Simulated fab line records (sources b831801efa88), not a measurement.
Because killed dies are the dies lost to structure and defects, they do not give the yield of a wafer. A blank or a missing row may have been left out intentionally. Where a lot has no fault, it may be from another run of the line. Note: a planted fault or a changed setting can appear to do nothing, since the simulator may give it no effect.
One fault through the eyes of 2 desks -- flow gf180mcu -- numbers are kept per desk, each desk with only its own; the story behind them comes last

THE METROLOGY DESK
Lot by lot, what the gauges showed, no matter which tool ran the lot: averages of those sampled wafers that carry a number. A lot is out of limits, marked OUT, if its mean lies more than 4 standard deviations from the usual mean; the brackets give that distance.
Columns: A = MIM_CVD_05_THK at GF_MIM_THK_MEAS_06, usual 41.9 nm; B = cd-nm at GF_M5_CD_MEAS_07, usual 280.1 nm; C = V5_W_RS at GF_V5_RS_MEAS_24, usual 0.328 ohm/sq; D = V5_W_THK at GF_V5_THK_MEAS_25, usual 343 nm; E = TOP_METAL_OVL at GF_TOP_METAL_OVL_MEAS_15, usual 0.1 nm
lot,first seen here,A,B,C,D,E
L751,day 24 09:21,42.2,278.3,0.333,338,-0.6
L752,day 24 18:28,42.7,280.4,0.329,348,1.2
L753,day 25 04:36,42.4,281.0,0.329,340,-1.9
L761,day 27 18:23,42.2,281.1,0.347 (+5.4) OUT,323 (-4.7) OUT,-0.6
L762,day 28 10:23,42.1,280.6,0.340,327,-0.9
L764,day 28 18:41,42.2,281.8,0.328,341,0.8
L765,day 29 02:17,42.1,278.8,0.327,343,1.6
L770,day 30 08:16,41.4,280.3,0.328,339,0.6
L774,day 31 10:25,41.1,279.7,0.324,348,0.2
This desk reports L761 out of limits; the earliest was L761 at day 30 06:30 (V5_W_RS at GF_V5_RS_MEAS_24). Within limits: L751, L752, L753, L762, L764, L765, L770, L774.

THE TOOL OWNER'S DESK: cvd-w-02
The tool's own readings at GF_V5_CVD_23 (deposits W, target thk 350 nm, time 104.9 s): means of the sampled wafers that have a number, for each lot that ran on this tool. A lot is out of limits, marked OUT, if its mean lies more than 4 standard deviations from the usual mean; the brackets give that distance.
Columns: A = chamber-pressure-Torr at GF_V5_CVD_23, usual 39.99 Torr; B = heater-power-w at GF_V5_CVD_23, usual 845 W
lot,first seen here,A,B
L751,day 27 03:35,39.95,844
L761,day 30 06:23,37.07 (-32) OUT,830
L762,day 30 20:52,37.01 (-33) OUT,860
This desk's verdict: out of limits on L761, L762, starting with L761 at day 30 06:23 (chamber-pressure-Torr at GF_V5_CVD_23). Within limits: L751.

PUT TOGETHER
An alarm could have come from the tool owner's desk at day 30 06:23, on L761, L762.
At day 30 06:30 the metrology desk could have sounded an alarm, on L761.
The metrology desk holds a record of L762, inside its limits.
Of the lots named, all ran GF_V5_CVD_23 on cvd-w-02.

WHAT THE SIMULATOR HAD PUT IN
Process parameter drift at GF_V5_CVD_23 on cvd-w-02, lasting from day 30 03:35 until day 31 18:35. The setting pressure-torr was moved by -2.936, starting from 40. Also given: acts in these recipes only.
Shown lots that were struck: L761, L762.
Fault start to first reading out of limits, in hours, per desk: tool owner, 3; metrology, 3.
